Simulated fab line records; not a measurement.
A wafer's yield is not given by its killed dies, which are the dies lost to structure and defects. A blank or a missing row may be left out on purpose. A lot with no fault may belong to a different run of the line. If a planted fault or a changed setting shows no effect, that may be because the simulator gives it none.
fab line records	flow sky130
record lots=6	wafers=18	last_day=50
route steps=708 shown PWDE@54 NWELL@56 PAD_OPEN@708
lots that met no fault: from a run of the same line without faults
start_h: hours from the record's first day to the start of the lot's first wafer shown	wait_h: hours elapsed since this lot's preceding step	" repeats the value in the row above	L1.1+2: one row covering several wafers at once	- either no value or no given start	* or withheld: withheld	< > ~ a bound
route shown NAME@n: names a module that has steps shown in the file, with the first one's number in the route	usual: mean and standard deviation over wafers with no fault	same: alike in all rows	chamber/n: place in a boat	sites: per-site readings	_std_site: how widely they spread, as a standard deviation	_edge_site: mean of outer sites minus mean of inner sites	radius_mm: how far each site lies from the wafer's centre	mask NAME#n: copy n	behind: the tool/chamber that last shaped the wafer	hold: reason for holding the lot/hours on hold/outcome of the hold	device: whichever transistor did not switch (one of n, p or np)	end of line: the same wafers' tests at the end of the route	step lacking rows: just its recipe	killed: dies that structure and defects cost at the first sort, which is not the same as the wafer's yield	map: the dies of a wafer, with x for killed, . for not killed, _ for no die there
set.NAME: setting as actually run; set.NAME@STEP: the setting as run at that earlier step	model.NAME: the simulator's own value behind a step, which no gauge read
lots at some steps of the route; a table a step, a row a wafer
services: the hour from which a tool's chamber was out of use, counted from the record's first day as start_h (under 0 if before that day), plus the number of hours and why
## steps
# step SKY_PWDE_STRIP_09
# recipe chemistry=O2/N2	power_w=1400	pressure_mtorr=1500	platen_temp_c=withheld	o2_flow_sccm=3000	n2_flow_sccm=300	overash_fraction=0.5
# usual drypump_motor_current_A=5.6/0.38	oes_product_au=0.722/0.0049	strip_time_to_endpoint_s=36.94/0.1
lot.wafer	tool	chamber	start_h	wait_h	drypump_motor_current_A	oes_product_au	rf_hours_counter_h	strip_time_to_endpoint_s
L821.4	plasma_asher-02	1	81.79	0.1	5.4	0.722	-	37.08
L821.5	"	0	"	"	6.4	0.724	-	37.08
L821.6	"	1	"	"	5.4	0.727	-	37.01
L824.1	plasma_asher-04	0	94.17	0.1	5.4	0.718	28	36.88
L824.2	"	1	"	"	5.8	0.723	28	36.94
L824.3	"	0	"	"	5.5	0.721	-	36.95
L833.1	plasma_asher-03	0	153.60	0.1	5.3	0.716	46	37.05
L833.2	"	1	"	"	5.4	0.724	46	37.00
L833.5	"	1	"	"	5.4	0.722	-	37.11
L835.1	plasma_asher-04	1	156.30	0.1	5.8	0.724	34	36.95
L835.5	"	1	"	"	5.8	0.717	-	36.86
L835.6	"	0	"	"	5.4	0.733	-	36.91
L836.1	plasma_asher-02	0	156.72	0.1	6.4	0.721	47	36.82
L836.3	"	0	"	"	6.4	0.721	-	36.77
L836.5	"	1	"	"	5.4	0.730	-	36.76
L841.1	plasma_asher-04	1	183.20	0.1	5.8	0.717	37	36.96
L841.2	"	0	"	"	5.4	0.718	37	36.96
L841.3	"	0	"	"	5.4	0.733	-	36.91
# step SKY_PWDE_TW_MEAS_10
# usual PWDE_TW=369.3/2.1
lot.wafer	tool	chamber	start_h	wait_h	PWDE_TW
L821.4	film_metro-04	-	81.88	0.1	371.6
L821.5	"	-	"	"	371.5
L821.6	"	-	"	"	371.3
L824.1	film_metro-03	-	94.27	0.1	369.8
L824.2	"	-	"	"	371.3
L824.3	"	-	"	"	370.4
L833.1	film_metro-01	-	153.70	0.1	365.0
L833.2	"	-	"	"	367.5
L833.5	"	-	"	"	367.9
L835.1	film_metro-03	-	156.40	0.1	366.5
L835.5	"	-	"	"	366.6
L835.6	"	-	"	"	366.9
L836.1	film_metro-04	-	156.82	0.1	372.4
L836.3	"	-	"	"	372.0
L836.5	"	-	"	"	369.8
L841.1	film_metro-04	-	183.30	0.1	369.0
L841.2	"	-	"	"	370.7
L841.3	"	-	"	"	369.1
# step SKY_NWELL_DEHYDRATE_03
# recipe temp_c=200	time_s=60
# step SKY_NWELL_HMDS_04
# recipe prime_time_s=60	prime_temp_c=120
# step SKY_NWELL_COAT_05
# recipe spin_rpm=2000	resist_thk_nm=3000
# step SKY_NWELL_SOFTBAKE_06
# recipe temp_c=110	time_s=withheld
# step SKY_NWELL_EXPOSE_07
# recipe mask_id=NWM	na=0.6	source_shape=conventional	sigma_outer=0.6	polarization=unpolarized	target_cd_nm=840	dose_mj=255
# step SKY_NWELL_PEB_08
# recipe temp_c=115	time_s=withheld
# step SKY_NWELL_DEVELOP_09
# recipe wall_angle_deg=90	developer=TMAH	develop_time_s=60	dev_temp_c=23
# step SKY_NWELL_OVL_MEAS_10
# usual NWELL_00_OVL=0.2/1.5
lot.wafer	tool	chamber	start_h	wait_h	NWELL_00_OVL[nm]
L821.4	overlay-02	-	97.90	-	1.2
L821.5	"	-	"	"	-2.8
L821.6	"	-	"	"	-0.9
L824.1	overlay-02	-	110.69	-	-2.5
L824.2	"	-	"	"	-0.9
L824.3	"	-	"	"	-1.8
L833.1	overlay-02	-	173.69	-	0.6
L833.2	"	-	"	"	0.1
L833.5	"	-	"	"	0.5
L835.1	overlay-01	-	176.29	-	1.3
L835.5	"	-	"	"	2.0
L835.6	"	-	"	"	3.2
L836.1	overlay-02	-	177.01	-	2.3
L836.3	"	-	"	"	1.2
L836.5	"	-	"	"	3.2
L841.1	overlay-01	-	204.59	-	0.3
L841.2	"	-	"	"	-0.1
L841.3	"	-	"	"	-1.3
# step SKY_NWELL_IMPLANT_11
# recipe species=P	energy_kev=400	dose_cm2=1.9e+13	tilt_deg=withheld
# step SKY_NWELL_IMPLANT_12
# recipe species=P	energy_kev=120	dose_cm2=1.3e+12	tilt_deg=withheld
# step SKY_NWELL_IMPLANT_13
# recipe species=P	energy_kev=50	dose_cm2=7e+11	tilt_deg=withheld
# usual dose_ions_cm2=7e+11/7.3e+08	faraday_current_uA=3.95/0.073
lot.wafer	tool	chamber	start_h	wait_h	dose_ions_cm2	faraday_current_uA
L821.4	implanter-02	0	98.30	0.1	6.995e+11	3.96
L821.5	"	0	"	"	7.01e+11	3.88
L821.6	"	0	"	"	6.995e+11	3.97
L824.1	implanter-02	0	111.02	0.1	7.007e+11	3.96
L824.2	"	0	"	"	6.989e+11	4.10
L824.3	"	0	"	"	7.003e+11	3.88
L833.1	implanter-02	0	174.02	0.1	3.153e+11	1.78
L833.2	"	0	"	"	3.152e+11	1.76
L833.5	"	0	"	"	3.166e+11	1.76
L835.1	implanter-02	0	176.62	0.1	3.156e+11	1.79
L835.5	"	0	"	"	3.162e+11	1.76
L835.6	"	0	"	"	3.151e+11	1.77
L836.1	implanter-04	0	177.35	0.1	7.002e+11	4.00
L836.3	"	0	"	"	7.011e+11	4.01
L836.5	"	0	"	"	7.002e+11	3.97
L841.1	implanter-04	0	204.92	0.1	7e+11	3.87
L841.2	"	0	"	"	7.003e+11	3.90
L841.3	"	0	"	"	7.008e+11	3.96
# step SKY_NWELL_STRIP_14
# recipe chemistry=O2/N2	power_w=1400	pressure_mtorr=1500	platen_temp_c=withheld	o2_flow_sccm=3000	n2_flow_sccm=300	overash_fraction=0.5
# usual drypump_motor_current_A=5.48/0.2	oes_product_au=0.722/0.0046	strip_time_to_endpoint_s=36.88/0.11
lot.wafer	tool	chamber	start_h	wait_h	drypump_motor_current_A	oes_product_au	rf_hours_counter_h	strip_time_to_endpoint_s
L821.4	plasma_asher-04	1	98.40	0.1	5.80	0.725	-	36.89
L821.5	"	0	"	"	5.41	0.727	-	36.87
L821.6	"	1	"	"	5.78	0.726	-	36.73
L824.1	plasma_asher-03	1	111.17	0.1	5.37	0.718	42	36.96
L824.2	"	0	"	"	5.28	0.723	42	37.06
L824.3	"	1	"	"	5.37	0.720	-	37.07
L833.1	plasma_asher-03	0	174.17	0.1	5.29	0.719	49	36.72
L833.2	"	1	"	"	5.40	0.718	49	36.95
L833.5	"	1	"	"	5.40	0.729	-	36.72
L835.1	plasma_asher-04	0	176.77	0.1	5.39	0.722	36	36.87
L835.5	"	0	"	"	5.41	0.724	-	36.83
L835.6	"	1	"	"	5.81	0.727	-	36.79
L836.1	plasma_asher-03	1	177.50	0.1	5.41	0.714	49	36.78
L836.3	"	0	"	"	5.25	0.716	-	36.79
L836.5	"	0	"	"	5.26	0.729	-	36.79
L841.1	plasma_asher-03	1	205.07	0.1	5.39	0.727	52	36.77
L841.2	"	0	"	"	5.32	0.721	52	36.83
L841.3	"	1	"	"	5.38	0.718	-	36.91
# step SKY_NWELL_TW_MEAS_15
# usual NWELL_TW=1796/10
lot.wafer	tool	chamber	start_h	wait_h	NWELL_TW
L821.4	film_metro-04	-	98.50	0.1	1811
L821.5	"	-	"	"	1808
L821.6	"	-	"	"	1813
L824.1	film_metro-04	-	111.27	0.1	1806
L824.2	"	-	"	"	1810
L824.3	"	-	"	"	1807
L833.1	film_metro-03	-	174.27	0.1	1794
L833.2	"	-	"	"	1789
L833.5	"	-	"	"	1791
L835.1	film_metro-01	-	176.87	0.1	1784
L835.5	"	-	"	"	1784
L835.6	"	-	"	"	1786
L836.1	film_metro-03	-	177.60	0.1	1803
L836.3	"	-	"	"	1798
L836.5	"	-	"	"	1796
L841.1	film_metro-04	-	205.17	0.1	1791
L841.2	"	-	"	"	1801
L841.3	"	-	"	"	1798
# step SKY_NWELL_DEHYDRATE_16
# recipe temp_c=200	time_s=60
# step SKY_NWELL_HMDS_17
# recipe prime_time_s=60	prime_temp_c=120
# step SKY_NWELL_COAT_18
# recipe spin_rpm=2000	resist_thk_nm=3000
# step SKY_NWELL_SOFTBAKE_19
# recipe temp_c=110	time_s=withheld
# step SKY_NWELL_EXPOSE_20
# recipe mask_id=NWM_COMPLEMENT	na=0.6	source_shape=conventional	sigma_outer=0.6	polarization=unpolarized	target_cd_nm=840	dose_mj=260
# step SKY_NWELL_PEB_21
# recipe temp_c=115	time_s=withheld
# step SKY_NWELL_DEVELOP_22
# recipe wall_angle_deg=90	developer=TMAH	develop_time_s=60	dev_temp_c=23
# step SKY_NWELL_OVL_MEAS_23
# usual NWELL_01_OVL=0.2/1.4
lot.wafer	tool	chamber	start_h	wait_h	NWELL_01_OVL[nm]
L821.4	overlay-02	-	113.58	-	0.4
L821.5	"	-	"	"	-0.7
L821.6	"	-	"	"	0.7
L824.1	overlay-02	-	128.88	-	-0.6
L824.2	"	-	"	"	0.0
L824.3	"	-	"	"	0.6
L833.1	overlay-02	-	194.69	-	-0.7
L833.2	"	-	"	"	1.5
L833.5	"	-	"	"	0.1
L835.1	overlay-01	-	197.79	-	1.5
L835.5	"	-	"	"	3.0
L835.6	"	-	"	"	1.5
L836.1	overlay-01	-	199.04	-	0.8
L836.3	"	-	"	"	1.4
L836.5	"	-	"	"	2.4
L841.1	overlay-01	-	227.29	-	-0.4
L841.2	"	-	"	"	-0.7
L841.3	"	-	"	"	-2.2
# step SKY_NWELL_IMPLANT_24
# recipe species=B	energy_kev=140	dose_cm2=9.2e+12	tilt_deg=withheld
# step SKY_NWELL_STRIP_25
# recipe chemistry=O2/N2	power_w=1400	pressure_mtorr=1500	platen_temp_c=withheld	o2_flow_sccm=3000	n2_flow_sccm=300	overash_fraction=0.5
# usual drypump_motor_current_A=5.50/0.2	oes_product_au=0.723/0.0047	strip_time_to_endpoint_s=36.91/0.094
lot.wafer	tool	chamber	start_h	wait_h	drypump_motor_current_A	oes_product_au	rf_hours_counter_h	strip_time_to_endpoint_s
L821.4	plasma_asher-04	0	113.78	0.1	5.43	0.723	-	36.96
L821.5	"	0	"	"	5.41	0.718	-	36.88
L821.6	"	1	"	"	5.79	0.732	-	36.89
L824.1	plasma_asher-01	0	129.07	0.1	5.38	0.713	1	36.98
L824.2	"	1	"	"	5.34	0.720	1	37.02
L824.3	"	1	"	"	5.32	0.719	-	36.91
L833.1	plasma_asher-04	1	194.87	0.1	5.83	0.713	38	37.14
L833.2	"	0	"	"	5.43	0.722	38	36.99
L833.5	"	1	"	"	5.81	0.722	-	37.14
L835.1	plasma_asher-01	0	197.97	0.1	5.39	0.725	8	36.88
L835.5	"	0	"	"	5.38	0.712	-	36.84
L835.6	"	1	"	"	5.36	0.730	-	36.84
L836.1	plasma_asher-03	0	199.22	0.1	5.29	0.720	51	36.80
L836.3	"	1	"	"	5.38	0.725	-	36.96
L836.5	"	1	"	"	5.40	0.725	-	36.94
L841.1	plasma_asher-04	1	227.47	0.1	5.82	0.722	42	36.97
L841.2	"	0	"	"	5.41	0.717	42	37.07
L841.3	"	0	"	"	5.42	0.716	-	37.06
# step SKY_NWELL_TW_MEAS_26
# usual NWELL_2_TW=489.7/2.8
lot.wafer	tool	chamber	start_h	wait_h	NWELL_2_TW
L821.4	film_metro-04	-	113.88	0.1	491.1
L821.5	"	-	"	"	492.6
L821.6	"	-	"	"	492.3
L824.1	film_metro-03	-	129.17	0.1	486.3
L824.2	"	-	"	"	488.4
L824.3	"	-	"	"	486.0
L833.1	film_metro-03	-	194.97	0.1	489.0
L833.2	"	-	"	"	489.6
L833.5	"	-	"	"	488.9
L835.1	film_metro-03	-	198.07	0.1	488.4
L835.5	"	-	"	"	492.3
L835.6	"	-	"	"	490.0
L836.1	film_metro-01	-	199.32	0.1	487.4
L836.3	"	-	"	"	488.1
L836.5	"	-	"	"	487.0
L841.1	film_metro-04	-	227.57	0.1	492.4
L841.2	"	-	"	"	495.2
L841.3	"	-	"	"	492.5
# step SKY_NWELL_CLEAN_27
# recipe chemistry=SC1/SC2	mix=1:4:20	temp_c=70	time_s=150	dry=n2_spin
# step SKY_NWELL_RTA_28
# recipe temp_c=1050	time_s=30	idle_temp_c=650	ramp_up_c_per_s=150	ramp_down_c_per_s=90	ambient=N2
# usual lamp_power_pct=25.31/0.052	wafer_temp_C_max=1054.8/1
lot.wafer	tool	chamber	start_h	wait_h	lamp_power_pct	wafer_temp_C_max
L821.4	rtp_anneal-01	0	114.01	0.1	25.33	1055.4
L821.5	"	0	"	"	25.32	1054.3
L821.6	"	0	"	"	25.29	1055.0
L824.1	rtp_anneal-01	0	129.29	0.0	25.31	1054.8
L824.2	"	0	"	"	25.28	1056.4
L824.3	"	0	"	"	25.36	1056.4
L833.1	rtp_anneal-02	0	195.08	0.0	25.44	1055.6
L833.2	"	0	"	"	25.34	1054.3
L833.5	"	0	"	"	25.29	1053.9
L835.1	rtp_anneal-01	0	198.18	0.0	25.36	1054.7
L835.5	"	0	"	"	25.32	1056.7
L835.6	"	0	"	"	25.31	1055.0
L836.1	rtp_anneal-02	0	199.43	0.0	25.30	1053.9
L836.3	"	0	"	"	25.33	1054.2
L836.5	"	0	"	"	25.32	1055.8
L841.1	rtp_anneal-02	0	227.69	0.0	25.26	1054.4
L841.2	"	0	"	"	25.31	1053.4
L841.3	"	0	"	"	25.25	1055.8
# step SKY_NWELL_RS_MEAS_29
# recipe thk_meas_gauge=four-point-probe
# usual NWELL_RS=624.9/1.3
lot.wafer	tool	chamber	start_h	wait_h	hold	NWELL_RS[ohm/sq]
L821.4	film_metro-01	-	114.12	0.1	-	624.5
L821.5	"	-	"	"	-	625.3
L821.6	"	-	"	"	-	624.6
L824.1	film_metro-04	-	129.39	0.1	-	625.4
L824.2	"	-	"	"	-	628.2
L824.3	"	-	"	"	-	625.5
L833.1	film_metro-04	-	195.18	0.1	await_dispo/0.2h/release	638.3
L833.2	"	-	"	"	await_dispo/0.2h/release	636.8
L833.5	"	-	"	"	await_dispo/0.2h/release	637.3
L833.1	film_metro-04	-	195.54	0.3	-	637.9
L833.2	"	-	"	"	-	637.3
L833.5	"	-	"	"	-	636.8
L835.1	film_metro-01	-	198.28	0.1	await_dispo/0.2h/release	637.7
L835.5	"	-	"	"	await_dispo/0.2h/release	636.6
L835.6	"	-	"	"	await_dispo/0.2h/release	637.8
L835.1	film_metro-01	-	198.64	0.3	-	638.6
L835.5	"	-	"	"	-	637.6
L835.6	"	-	"	"	-	637.4
L836.1	film_metro-04	-	199.53	0.1	-	625.7
L836.3	"	-	"	"	-	626.0
L836.5	"	-	"	"	-	626.1
L841.1	film_metro-01	-	227.79	0.1	-	624.5
L841.2	"	-	"	"	-	625.4
L841.3	"	-	"	"	-	624.5
# step SKY_PAD_OPEN_PROBE_99
# usual killed_at_M0_to_M3=43/7.4	killed_at_M4_up=3.3/2	killed_at_contacts=24/5.4	killed_at_front_end=16/4.2	killed_at_other=0.3/0.61	killed_dies=87/9.4	killed_open=47/7.3	killed_short=40/6.7
# same gross_dies=492	killed_at_back_side=0
lot.wafer	tool	chamber	start_h	wait_h	killed_at_M0_to_M3	killed_at_M4_up	killed_at_contacts	killed_at_front_end	killed_at_other	killed_dies	killed_open	killed_short	model.etest.nfet_16v.r_on_ohm_um	model.etest.pfet_g5v0d10v5.r_on_ohm_um	model.etest.tip_p.rs_ohm_sq	model.etest.tip_p_5v.rs_ohm_sq	model.etest.pfet_g5v0d10v5.drive_ua_um	model.etest.pfet_01v8_lvt.drive_ua_um	model.etest.pfet_16v.drive_ua_um	model.etest.pfet_01v8_mvt.drive_ua_um
L821.4	prober-02	-	1083.20	0.2	55	2	26	14	0	97	61	36	1.392e+04	4757	6954	2875	338.8	174.9	245.5	149.4
L821.5	prober-02	-	1083.25	0.2	42	5	30	20	0	97	54	42	1.391e+04	4707	6989	2873	337.3	173.2	247.4	151
L821.6	prober-02	-	1083.30	0.2	45	0	25	15	0	85	38	46	1.388e+04	4729	6971	2871	336.1	173.7	244	150.8
L824.1	prober-01	-	1104.13	0.1	50	5	16	11	0	82	45	37	1.412e+04	4794	6863	2861	338.7	174.8	245.1	149.6
L824.2	prober-01	-	1104.18	0.1	38	6	15	18	0	77	43	34	1.409e+04	4855	6905	2857	331.4	173.8	249.9	150
L824.3	prober-01	-	1104.23	0.2	32	4	40	18	0	94	54	40	1.403e+04	4842	6842	2814	336	172.4	244.6	148.2
L833.1	prober-02	-	1165.26	0.1	39	2	27	13	1	82	47	35	1.518e+04	4478	6657	2752	363.8	195.3	264.6	163.8
L833.2	prober-02	-	1165.31	0.1	39	3	25	13	2	82	52	27	1.5e+04	4484	6595	2719	370	193.6	263.6	164.8
L833.5	prober-02	-	1165.46	0.2	37	3	27	8	0	75	43	32	1.512e+04	4479	6558	2744	367.8	193.6	264.8	163.8
L835.1	prober-02	-	1167.03	0.1	53	2	23	23	1	102	59	43	1.441e+04	4543	6628	2787	364.3	195.3	252.4	170.9
L835.5	prober-02	-	1167.23	0.2	33	4	32	23	1	93	41	50	1.436e+04	4505	6706	2787	359.8	190.3	255.4	166.8
L835.6	prober-02	-	1167.28	0.2	39	2	24	21	0	86	51	35	1.456e+04	4542	6627	2802	359.8	188.9	249	166.9
L836.1	prober-02	-	1169.14	0.1	42	3	36	16	0	97	53	43	1.41e+04	4757	6788	2854	338.5	171.9	246	150
L836.3	prober-02	-	1169.24	0.2	36	3	36	32	0	107	65	41	1.4e+04	4806	6925	2854	341.4	171.4	242.3	149.4
L836.5	prober-02	-	1169.34	0.2	42	7	22	21	0	92	47	45	1.396e+04	4779	6930	2869	344.5	173.7	245.2	150
L841.1	prober-01	-	1192.03	0.1	47	1	19	23	0	90	56	34	1.412e+04	4771	6966	2836	340.8	174.8	241.9	150.1
L841.2	prober-01	-	1192.08	0.1	41	5	23	17	0	86	49	37	1.423e+04	4831	7013	2835	335.8	175.1	240.2	148.6
L841.3	prober-01	-	1192.13	0.2	39	4	19	8	0	70	45	25	1.412e+04	4747	7028	2868	342.9	174.6	240.7	149.7
# killed by level:class
L821.4 VIA1:geometric_particle:open=14 CONTACT:geometric_particle:open=10 LI_CONTACT:geometric_particle:open=9 VIA2:geometric_particle:open=8 FIELD_ISO:geometric_particle:open=6 METAL2:geometric_particle:short=6 VIA3:geometric_particle:open=6 LI_CONTACT:geometric_particle:short=5
L821.5 CONTACT:geometric_particle:open=12 VIA1:geometric_particle:open=10 LI_CONTACT:geometric_particle:open=10 FIELD_ISO:geometric_particle:open=7 METAL2:geometric_particle:short=7 VIA2:geometric_particle:short=7 FIELD_ISO:geometric_particle:short=6 METAL1:geometric_particle:short=6
L821.6 VIA1:geometric_particle:open=9 CONTACT:geometric_particle:short=7 VIA1:geometric_particle:short=7 METAL2:geometric_particle:short=7 FIELD_ISO:geometric_particle:short=6 CONTACT:geometric_particle:open=6 LI_CONTACT:geometric_particle:open=5 LOCAL_INTERCONNECT:geometric_particle:short=5
L824.1 VIA1:geometric_particle:open=10 METAL1:geometric_particle:short=7 CONTACT:geometric_particle:open=7 VIA2:geometric_particle:open=7 VIA1:geometric_particle:short=6 POLY_GATE:geometric_particle:open=4 LI_CONTACT:geometric_particle:open=4 VIA3:geometric_particle:open=4
L824.2 VIA2:geometric_particle:open=9 VIA1:geometric_particle:open=8 FIELD_ISO:geometric_particle:open=6 POLY_GATE:geometric_particle:short=6 METAL1:geometric_particle:short=6 CONTACT:geometric_particle:open=5 VIA2:geometric_particle:short=5 FIELD_ISO:geometric_particle:short=4
L824.3 CONTACT:geometric_particle:open=19 VIA1:geometric_particle:open=12 CONTACT:geometric_particle:short=9 FIELD_ISO:geometric_particle:short=7 POLY_GATE:geometric_particle:open=5 LI_CONTACT:geometric_particle:open=5 METAL1:geometric_particle:short=5 LI_CONTACT:geometric_particle:short=4
L833.1 CONTACT:geometric_particle:open=10 LI_CONTACT:geometric_particle:open=7 VIA1:geometric_particle:open=7 VIA2:geometric_particle:open=7 CONTACT:geometric_particle:short=6 VIA3:geometric_particle:open=6 VIA3:geometric_particle:short=5 FIELD_ISO:geometric_particle:short=4
L833.2 VIA1:geometric_particle:open=11 LI_CONTACT:geometric_particle:open=9 VIA3:geometric_particle:open=7 LOCAL_INTERCONNECT:geometric_particle:short=6 VIA2:geometric_particle:open=5 CONTACT:geometric_particle:open=5 POLY_GATE:geometric_particle:open=4 VIA3:geometric_particle:short=3
L833.5 VIA1:geometric_particle:open=10 LI_CONTACT:geometric_particle:open=9 CONTACT:geometric_particle:open=8 VIA2:geometric_particle:open=8 CONTACT:geometric_particle:short=5 VIA1:geometric_particle:short=5 METAL2:geometric_particle:short=5 LOCAL_INTERCONNECT:geometric_particle:short=4
L835.1 VIA1:geometric_particle:open=17 CONTACT:geometric_particle:open=11 POLY_GATE:geometric_particle:open=8 METAL3:geometric_particle:short=7 VIA1:geometric_particle:short=7 CONTACT:geometric_particle:short=6 POLY_GATE:geometric_particle:short=5 LI_CONTACT:geometric_particle:open=5
L835.5 CONTACT:geometric_particle:open=11 POLY_GATE:geometric_particle:short=9 VIA1:geometric_particle:open=8 LI_CONTACT:geometric_particle:open=7 LOCAL_INTERCONNECT:geometric_particle:short=7 METAL2:geometric_particle:short=6 FIELD_ISO:geometric_particle:short=5 CONTACT:geometric_particle:short=5
L835.6 LI_CONTACT:geometric_particle:open=12 VIA1:geometric_particle:open=10 POLY_GATE:geometric_particle:open=7 CONTACT:geometric_particle:open=6 FIELD_ISO:geometric_particle:short=5 CONTACT:geometric_particle:short=5 METAL2:geometric_particle:short=5 VIA3:geometric_particle:open=5
L836.1 CONTACT:geometric_particle:open=14 LI_CONTACT:geometric_particle:open=11 VIA1:geometric_particle:short=9 VIA1:geometric_particle:open=9 VIA3:geometric_particle:open=8 LOCAL_INTERCONNECT:geometric_particle:short=5 METAL1:geometric_particle:short=5 FIELD_ISO:geometric_particle:short=4
L836.3 CONTACT:geometric_particle:open=18 VIA1:geometric_particle:open=13 POLY_GATE:geometric_particle:open=10 CONTACT:geometric_particle:short=10 FIELD_ISO:geometric_particle:short=8 LI_CONTACT:geometric_particle:open=6 VIA3:geometric_particle:open=5 FIELD_ISO:geometric_particle:open=4
L836.5 VIA1:geometric_particle:open=9 METAL1:geometric_particle:short=8 LI_CONTACT:geometric_particle:open=7 CONTACT:geometric_particle:short=6 FIELD_ISO:geometric_particle:short=5 CONTACT:geometric_particle:open=5 POLY_GATE:geometric_particle:open=4 POLY_GATE:geometric_particle:short=4
L841.1 VIA1:geometric_particle:open=15 VIA2:geometric_particle:open=8 CONTACT:geometric_particle:open=7 FIELD_ISO:geometric_particle:short=6 POLY_GATE:geometric_particle:open=6 VIA1:geometric_particle:short=6 FIELD_ISO:geometric_particle:open=5 LI_CONTACT:geometric_particle:open=5
L841.2 VIA1:geometric_particle:open=8 VIA2:geometric_particle:open=7 CONTACT:geometric_particle:open=6 CONTACT:geometric_particle:short=6 METAL2:geometric_particle:short=6 POLY_GATE:geometric_particle:short=5 POLY_GATE:geometric_particle:open=5 LOCAL_INTERCONNECT:geometric_particle:short=5
L841.3 VIA2:geometric_particle:open=10 CONTACT:geometric_particle:open=8 VIA1:geometric_particle:open=8 VIA3:geometric_particle:open=5 LI_CONTACT:geometric_particle:open=5 CONTACT:geometric_particle:short=4 VIA1:geometric_particle:short=3 METAL2:geometric_particle:open=3
## services
tool	chamber	start_h	hours	kind
implanter-02	-	58.32	0.6	repair
plasma_asher-03	-	70.77	11.0	repair
plasma_asher-03	-	94.69	1.6	repair
plasma_asher-01	-	108.75	9.0	pm
plasma_asher-01	0	108.75	9.0	vent_cycle
plasma_asher-01	1	108.75	9.0	vent_cycle
implanter-04	-	116.21	3.5	repair
plasma_asher-01	0	117.75	-	clean
plasma_asher-01	1	117.75	-	clean
implanter-02	-	121.50	6.2	pm
implanter-02	-	130.06	3.0	repair
rtp_anneal-01	-	136.26	5.4	pm
rtp_anneal-02	-	141.61	1.1	pm
plasma_asher-03	-	144.42	2.1	repair
plasma_asher-01	-	186.65	1.4	repair
plasma_asher-02	-	195.14	12.6	repair
implanter-02	-	207.17	0.7	repair
plasma_asher-03	-	217.27	15.6	pm
## key
first_sign step=SKY_NWELL_IMPLANT_13	reading=dose_ions_cm2	direction=down	sigmas=99+	usual=*	struck=*
effect step=SKY_NWELL_IMPLANT_13	reading=faraday_current_uA	direction=down	sigmas=30	usual=3.95	struck=1.77
effect step=SKY_NWELL_RS_MEAS_29	reading=visit	direction=added
effect step=SKY_NWELL_RS_MEAS_29	reading=NWELL_RS	direction=up	sigmas=9.6	usual=624.9	struck=637.4
model_effect step=SKY_PAD_OPEN_PROBE_99	value=etest.nfet_16v.r_on_ohm_um	without=1.423e+04	struck=1.477e+04
met_at SKY_NWELL_IMPLANT_13
struck_wafers L833.1,L833.2,L833.5,L835.1,L835.5,L835.6
tester_left_out L833,L835
onset_between 111.02 174.02
fault kind=process_parameter_drift	tool=implanter-02	chamber=-	onset_h=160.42	steps=SKY_NWELL_IMPLANT_13	channel=dose_cm2	offset=*	shape=step	end_h=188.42	acts_in=*	stated=*
# tester_left_out: of these lots the tester's yield and bins aren't shown, on N5 and GAA mostly nor the transistor test; their killed dies are dies lost to structure and defects alone, not to doping, threshold or leakage, so they don't give the yield
